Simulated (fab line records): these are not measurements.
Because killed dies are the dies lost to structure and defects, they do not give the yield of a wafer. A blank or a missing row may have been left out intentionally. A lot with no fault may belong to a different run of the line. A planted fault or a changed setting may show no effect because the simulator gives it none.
Matching of chambers ; flow sky130 ; rie_diel-03 running SKY_POLY_CUT_ETCH_10: 4 sister chambers
The step etches BARC in N2/H2, stops on SiO2, time 45.9 s, target depth 60 nm. 4 wafers are shown with their chamber, then 7 later ones without.

EACH WAFER AND ITS CHAMBER
wafer;chamber;drypump_motor_current_A (A)
L538.3;3;5.2
L546.5;0;5.3
L549.1;1;5.9
L549.2;2;5.9

WAFERS WHOSE CHAMBER IS MISSING
wafer;drypump_motor_current_A (A)
L549.3;5.3
L550.3;5.2
L550.4;5.3
L550.5;6.0
L553.1;5.9
L553.4;5.3
L553.5;5.2

EACH ONE'S CHAMBER
wafer;from the rows above;in truth
L549.3;0;0
L550.3;3;3
L550.4;0;0
L550.5;can't be placed: 1 or 2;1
L553.1;can't be placed: 1 or 2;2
L553.4;0;0
L553.5;3;3
5 of 7 placed correctly. Unplaceable from these rows: 2, with the true chamber sitting among the candidates in 2. Placed wrongly: 0.
How it was worked out, from the rows above alone: a wafer's distance from a chamber is the root of the sum, over the readings, of the square of ((its reading less the chamber's mean) divided by the reading's scatter). If the next closest chamber is less than 2 further off than the closest, the wafer can't be placed; otherwise it belongs to the closest. Each chamber's mean is taken over the wafers shown for it. The scatter: root of mean squared gap, hidden wafer to nearest shown wafer, with one shown wafer a chamber.
